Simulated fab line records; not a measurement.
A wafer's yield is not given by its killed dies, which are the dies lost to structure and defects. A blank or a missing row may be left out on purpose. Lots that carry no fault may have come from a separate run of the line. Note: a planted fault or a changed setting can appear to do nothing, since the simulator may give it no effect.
Struck lot and sound lot, side by side / flow gf180mcu / 14 out of 602 route steps
Sound: the wafers L333.1, L333.2, L333.5. Wafers struck: L327.2, L327.3, L327.5. The cause is given at the end.
Order at every step that has rows: each side's tool, ch and its chambers, its first start. Under that, the readings that differ: sound wafers / struck wafers / difference of the means / sigmas: that difference in standard deviations of wafers without a fault.
alike: readings whose means differ by less than 2 such deviations, and words and numbers that are the same on both sides. not compared: withheld readings, readings that some wafer has no value for, bounds like >300 that may hide the same value, and numbers for which the record gives no deviation and whose values overlap.
A row with sigmas, a row that says differs or no value, or rows on one side alone: a step with any of these is where the two part. Numbers that don't overlap but have no deviation are shown without sigmas and don't part them. A reading that every wafer of one side lacks parts them only if that side has two wafers or more.

first, 1 step without rows for these wafers: GF_MVPSD_DEVELOP_06 (develop time 60 s).
GF_MVPSD_OVL_MEAS_07:
  struck on overlay-01, day 7 08:07; sound on overlay-02, day 8 20:28
  alike: MVPSD_OVL
then, 2 steps without rows for these wafers: GF_MVPSD_IMPLANT_08; GF_MVPSD_IMPLANT_09.
GF_MVPSD_STRIP_10: strips in O2/N2.
  sound on plasmaAsher-03 ch 0,1, day 8 20:48; struck on plasmaAsher-01 ch 0,1, day 7 08:27
  alike: drypumpMotorCurrentA, heaterPowerW, oesProductAu, stripTimeToEndpointS
  not compared: rfHoursCounterH
GF_MVPSD_TW_MEAS_11:
  struck on filmMetro-01, day 7 08:34; sound on filmMetro-03, day 8 20:54
  alike: MVPSD_TW
then, 6 steps without rows for these wafers: GF_VT_IMPLANT_DEHYDRATE_00 (time 60 s); GF_VT_IMPLANT_HMDS_01 (prime time 60 s); GF_VT_IMPLANT_COAT_02 (resist thk 1000 nm); GF_VT_IMPLANT_SOFTBAKE_03 (time 60 s); GF_VT_IMPLANT_EXPOSE_04 (exposes mask LVPWELL LV AREA, target cd 600 nm); GF_VT_IMPLANT_PEB_05.
GF_VT_IMPLANT_DEVELOP_06: develop time 60 s.
  struck on lithoTrack-01, day 8 00:26; sound on lithoTrack-03 ch 0, day 9 13:47
  no value came back on the struck wafers for chillPlateTempC (C), developTimeS (s); on the sound wafers chillPlateTempC (C) reads 23.07 23.03 22.84
GF_VT_IMPLANT_OVL_MEAS_07:
  struck on overlay-02, day 8 00:34; sound on overlay-02, day 9 13:56
reading=VT_IMPLANT_OVL (nm); sound=-0.8 -0.5 -1.6; struck=- - -; difference=no value on the struck wafers; sigmas=

## WHERE THEY PART
First at GF_VT_IMPLANT_DEVELOP_06; last, within this record, at GF_VT_IMPLANT_OVL_MEAS_07.

WHY: what the simulator had put in
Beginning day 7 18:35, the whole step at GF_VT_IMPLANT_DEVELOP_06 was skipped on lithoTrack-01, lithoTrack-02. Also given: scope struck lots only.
